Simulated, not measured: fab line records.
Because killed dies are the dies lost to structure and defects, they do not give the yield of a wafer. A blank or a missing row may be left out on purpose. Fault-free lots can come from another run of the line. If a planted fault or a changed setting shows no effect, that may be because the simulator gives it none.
Problem report, 8D (eight disciplines) form, completed by code + flow sky130 + the parts of the form that need people (team, actions taken, sign-off) are left out

1. THE ISSUE
Mean SPACER_CVD_00_THK at SKY_SPACER_THK_MEAS_01: 48.6 nm over 9 wafers in 3 lots; fault-free wafers: 43.0 nm, standard deviation 0.4. That puts it +14 standard deviations away from the usual mean.
First seen on wafer L609.3, day 30 00:38, on filmMetro-01. At this step, 30 wafers from 10 lots have a number in the record. Rule for "out", or "out of limits": more than 4 standard deviations from the usual mean. The other wafers with a number count as sound.

2. WHAT IT IS, AND WHAT IT ISN'T
| question                    | is                         | is not                                   |
|-----------------------------|----------------------------|------------------------------------------|
| which readings at this step | SPACER_CVD_00_THK          | -                                        |
| which lots                  | L609, L610, L611           | L591, L595, L598, L601, L604, L607, L608 |
| which wafers of those lots  | all that have a number     | -                                        |
| read on which gauges        | filmMetro-01, filmMetro-03 | filmMetro-02                             |
| when                        | from day 30 00:38          | up to then (21 sound wafers)             |

3. THE SUSPECTS, EACH WITH WHAT RULES IT OUT
Counting: a tool at a process step up to the reading stays a suspect if it ran every lot that is out and no sound lot after the first of them.
- the gauge at SKY_SPACER_THK_MEAS_01 is ruled out. 2 gauges (filmMetro-01, filmMetro-03) read the wafers that are out.
- lpcvd-02 at SKY_SPACER_CVD_00 (deposits Si3N4 from DCS/NH3, target thk 43.1 nm, time 740 s): kept. All lots that are out passed through it, beginning with L609 at day 29 23:25, and no sound lot followed; its final sound lot before that point was L608 at day 29 07:43.
The count leaves lpcvd-02 at SKY_SPACER_CVD_00.

4. THE CAUSE (what the simulator had put in)
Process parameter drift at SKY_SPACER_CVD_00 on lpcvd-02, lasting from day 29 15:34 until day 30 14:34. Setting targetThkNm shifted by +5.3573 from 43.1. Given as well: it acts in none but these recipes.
Only this tool survived the counting.

5. THE EFFECT CHAIN, in route order
One row per reading whose mean, taken over the struck wafers that have a number, lies over 3 standard deviations from the usual. Only readings for which the record gives a usual standard deviation are gone through. hours: the time from each lot's start at the first step in this table that gives one to its start at this step, as a median over the lots. sigmas: the change in usual standard deviations.
| hours | step                   | reading           | usual      | on struck wafers | change | sigmas |
|-------|------------------------|-------------------|------------|------------------|--------|--------|
| 0     | SKY_SPACER_THK_MEAS_01 | SPACER_CVD_00_THK | 43.0 nm    | 48.6             | +5.6   | +14    |
| 3     | SKY_SPACER_ETCHBACK_02 | oesProductAu      | 0.853 a.u. | 0.914            | +0.061 | +10    |
Here are the process steps it includes:
- SKY_SPACER_ETCHBACK_02: etches Si3N4 in CH3F/O2, stops on SiO2, time 46.7 s, target depth 45 nm.
Later measuring or inspecting steps at which every struck wafer that the step has a row for has a number for every such reading, and none has moved that far: SKY_CONTACT_OVL_MEAS_15.

6. HOW IT WOULD HAVE BEEN CAUGHT EARLIER
In this record the first reading out of limits at a measuring or inspecting step was taken at day 30 00:38, 9 hours after the fault began at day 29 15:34.
Of the tool readings at SKY_SPACER_CVD_00 for which the record gives a usual standard deviation, none was out on any struck wafer, so an alarm limit of 4 standard deviations on them would not have fired.
L610, L611, from the lots that are out (3), started SKY_SPACER_CVD_00 on lpcvd-02 later than day 30 00:38. A hold on the tool at that time would have spared those 2.
